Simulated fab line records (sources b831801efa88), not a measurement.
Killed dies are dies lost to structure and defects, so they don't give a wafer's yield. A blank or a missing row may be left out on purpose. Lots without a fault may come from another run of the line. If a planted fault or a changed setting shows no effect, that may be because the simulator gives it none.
Comparing a struck lot with a sound one + flow sky130 + 21 out of 708 route steps
Sound: wafers L240.1, L240.2, L240.3. Struck: wafers L252.2, L252.5, L252.6. At the end, the cause is stated.
For every step that has rows: the tool of each side, followed by ch and its chambers, followed by its first start. Under that, the readings that differ: sound wafers + struck wafers + difference of the means + sigmas: that difference in standard deviations of wafers without a fault.
alike: readings whose means differ by less than 2 such deviations, and words and numbers that are the same on both sides. not compared: withheld readings, readings that some wafer has no value for, bounds like >300 that may hide the same value, and numbers for which the record gives no deviation and whose values overlap.
Wherever a step has rows on one side only, a row that says differs or no value, or a row with sigmas, the two part there. Non-overlapping numbers with no deviation appear without sigmas and do not part them. A reading missing from all wafers of one side parts the sides only when that side holds two or more wafers.

first, 1 step without rows for these wafers: SKY_RES_XHIGH_IMPLANT_07.
SKY_RES_XHIGH_STRIP_08: strips in O2/N2.
  sound on plasma-asher-03 ch 0,1, day 29 18:43; struck on plasma-asher-02 ch 0,1, day 32 19:25
  alike: chamber-pressure-mTorr, drypump-motor-current-A, o2-flow-sccm, oes-product-au, strip-time-to-endpoint-s
  not compared: rf-hours-counter-h
SKY_RES_XHIGH_TW_MEAS_09:
  sound on film-metro-03, day 29 18:49; struck on film-metro-02, day 32 19:31
  alike: RES_XHIGH_TW
then, 7 steps without rows for these wafers: SKY_SD_N_DEHYDRATE_00 (time 60 s); SKY_SD_N_HMDS_01 (prime time 60 s); SKY_SD_N_COAT_02 (resist thk 1140 nm); SKY_SD_N_SOFTBAKE_03 (time 60 s); SKY_SD_N_EXPOSE_04 (exposes mask NSDM, target cd 380 nm); SKY_SD_N_PEB_05; SKY_SD_N_DEVELOP_06 (develop time 60 s).
SKY_SD_N_CD_MEAS_07 targets a cd of 380 nm.
  sound on cd-sem-01, day 30 22:50; struck on cd-sem-01, day 33 22:38
  alike: cd-nm
SKY_SD_N_OVL_MEAS_08:
  sound on overlay-02, day 30 22:58; struck on overlay-02, day 33 22:44
  alike: SD_N_OVL
SKY_SD_N_IMPLANT_09:
  sound on implanter-02 ch 0, day 30 22:59; struck on implanter-01 ch 0, day 33 22:47
| reading            | sound             | struck            | difference | sigmas |
|--------------------|-------------------|-------------------|------------|--------|
| beam-on-s (s)      | 19.4 19.4 19.1    | 15.1 14.7 15.4    | -4.2       | -7     |
| faraday-current-uA | 11364 11281 11451 | 14453 14838 14236 | +3144      | +9     |
  alike: dose-ions-cm2
then, 1 step without rows for these wafers: SKY_SD_N_IMPLANT_10.
SKY_SD_N_STRIP_11: strips in O2/N2.
  sound on plasma-asher-04 ch 0,1, day 30 23:17; struck on plasma-asher-01 ch 0,1, day 33 23:04
| reading                      | sound             | struck            | difference | sigmas |
|------------------------------|-------------------|-------------------|------------|--------|
| oes-product-au (a.u.)        | 0.529 0.526 0.527 | 0.550 0.545 0.541 | +0.018     | +4     |
| strip-time-to-endpoint-s (s) | 22.57 22.55 22.55 | 21.55 21.58 21.59 | -0.98      | -22    |
  alike: chamber-pressure-mTorr, drypump-motor-current-A, o2-flow-sccm
  not compared: rf-hours-counter-h
SKY_SD_N_TW_MEAS_12:
  sound on film-metro-04, day 30 23:23; struck on film-metro-02, day 33 23:10
  alike: SD_N_TW
then, 1 step without rows for these wafers: SKY_SD_N_CLEAN_13 (cleans in SC1/SC2, time 150 s).
SKY_SD_N_RTA_14: time 2 s.
  sound on rtp-anneal-02 ch 0, day 30 23:31; struck on rtp-anneal-01 ch 0, day 33 23:17
  alike: anneal-temp-c-max, lamp-power-pct, wafer_temp_C_max
SKY_SD_N_RS_MEAS_16: measurement is done with a four-point probe.
  sound on film-metro-03, day 30 23:41; struck on film-metro-02, day 33 23:28
| reading          | sound             | struck            | difference | sigmas |
|------------------|-------------------|-------------------|------------|--------|
| SD_N_RS (ohm/sq) | 68.58 68.66 68.52 | 71.09 70.95 70.99 | +2.42      | +24    |
SKY_SD_N_RS_MEAS_17: measurement is done with a four-point probe.
  sound on film-metro-03, day 30 23:48; struck on film-metro-02, day 33 23:35
  alike: SD_P_RS
-- record jumps: 16 days separate the struck wafers' starts on either side; left off in module SD_N, taken up again in module PAD_OPEN, whose first shown step is the route's number 708 --
SKY_PAD_OPEN_PROBE_99:
  sound on prober-01, day 48 00:20; struck on prober-01, day 50 02:45
| reading                                 | sound             | struck            | difference | sigmas |
|-----------------------------------------|-------------------|-------------------|------------|--------|
| model.etest.res-ndiff.line-ohm-um       | 786 771.6 771.8   | 815.8 808.8 798.3 | +31.2      |        |
| model.etest.sonos-uncharged.r-on-ohm-um | 795.2 808.7 798.7 | 833.9 834.1 827.6 | +31.0      |        |
| model.etest.licon-ndiff.rc-ohm          | 175.4 178.5 181.3 | 190 194.5 195.8   | +15        |        |
| model.etest.res-ndiff-hv.rs-ohm-sq      | 116.8 116.2 115.9 | 119.4 120.7 120.5 | +3.9       |        |
| model.etest.res-ndiff.rs-ohm-sq         | 121.3 122 121.5   | 125.6 126.3 126.3 | +4.5       |        |
  alike: killed_at_M0_to_M3, killed_at_M4_up, killed-at-contacts, killed-at-front-end, killed-at-other, killed-dies, killed-open, killed-short

== WHERE THEY PART ==
Earliest at SKY_SD_N_IMPLANT_09; latest, in this record, at SKY_SD_N_RS_MEAS_16. Later steps at which nothing parts them and some readings are alike: SKY_SD_N_RS_MEAS_17, SKY_PAD_OPEN_PROBE_99.

WHY: what the simulator had put in
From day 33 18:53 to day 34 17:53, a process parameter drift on implanter-01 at SKY_SD_N_IMPLANT_09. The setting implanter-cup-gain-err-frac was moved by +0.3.
